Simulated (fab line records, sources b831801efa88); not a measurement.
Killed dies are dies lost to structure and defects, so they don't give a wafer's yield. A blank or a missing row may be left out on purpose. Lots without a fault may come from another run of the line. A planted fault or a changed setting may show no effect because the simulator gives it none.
One fault seen from 2 desks | flow sky130 | each desk has only its own numbers; what lay behind them comes last

THE TOOL OWNER'S DESK: implanter-03
The tool's own readings at SKY_VT_ADJUST_NCORE_IMPLANT_09: means of the sampled wafers that have a number, for each lot that ran on this tool. A lot is out of limits, marked OUT, if its mean lies more than 4 standard deviations from the usual mean; the brackets give that distance.
Columns: A = beam_energy_keV at SKY_VT_ADJUST_NCORE_IMPLANT_09, usual 10.000
lot  | first seen here | A
L605 | day 8 20:50     | 10.002
L613 | day 11 01:44    | 9.999
L615 | day 11 17:59    | 10.003
L625 | day 14 12:55    | 14.245 (+99 or more) OUT
L626 | day 15 00:26    | 14.249 (+99 or more) OUT
This desk's finding: out of limits on L625, L626; first on L625, day 14 12:55 (beam_energy_keV at SKY_VT_ADJUST_NCORE_IMPLANT_09). In limits: L605, L613, L615.

THE METROLOGY DESK
What the gauges read, lot by lot, whatever tool the lot ran on: means of the sampled wafers that have a number. A lot is out of limits, marked OUT, if its mean lies more than 4 standard deviations from the usual mean; the brackets give that distance.
Columns: A = VT_ADJUST_NCORE_TW at SKY_VT_ADJUST_NCORE_TW_MEAS_11, usual 219.4; B = cd_nm at SKY_SD_N_CD_MEAS_07, usual 380.5 nm; C = SD_N_OVL at SKY_SD_N_OVL_MEAS_08, usual 0.3 nm
lot  | first seen here | A                | B     | C
L604 | day 8 12:58     | 220.9            | 379.7 | -1.3
L605 | day 8 21:04     | 221.3            | 379.6 | -0.1
L606 | day 9 04:55     | 220.9            | 377.5 | 0.5
L607 | day 9 12:14     | 220.0            | 383.1 | -0.6
L609 | day 10 01:20    | 219.5            | 378.7 | -1.1
L610 | day 10 08:25    | 219.6            | 379.8 | 0.2
L611 | day 10 15:38    | 217.8            | 382.6 | -0.2
L613 | day 11 01:59    | 221.1            | 377.4 | 0.9
L615 | day 11 18:14    | 218.3            | 380.1 | 1.0
L616 | day 12 00:17    | 220.9            | 381.3 | 2.0
L621 | day 13 14:31    | 218.1            | 384.8 | 0.7
L625 | day 14 13:09    | 237.2 (+9.9) OUT | 379.8 | -0.7
L626 | day 15 00:39    | 235.6 (+9.0) OUT | 380.1 | 0.7
This desk's finding: out of limits on L625, L626; first on L625, day 14 13:09 (VT_ADJUST_NCORE_TW at SKY_VT_ADJUST_NCORE_TW_MEAS_11). In limits: L604, L605, L606, L607, L609, L610, L611, L613, L615, L616, L621.

PUT TOGETHER
The tool owner's desk could have raised an alarm at day 14 12:55, on L625, L626.
The metrology desk could have raised an alarm at day 14 13:09, on L625, L626.
Of the lots named, all ran SKY_VT_ADJUST_NCORE_IMPLANT_09 on implanter-03.

WHAT THE SIMULATOR HAD PUT IN
Process parameter drift: implanter-03, from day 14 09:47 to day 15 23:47, at SKY_VT_ADJUST_NCORE_IMPLANT_09. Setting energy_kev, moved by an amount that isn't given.
Lots struck among those shown: L625, L626.
Hours from the fault's start to each desk's first reading out of limits: the tool owner's desk, 3; the metrology desk, 3.
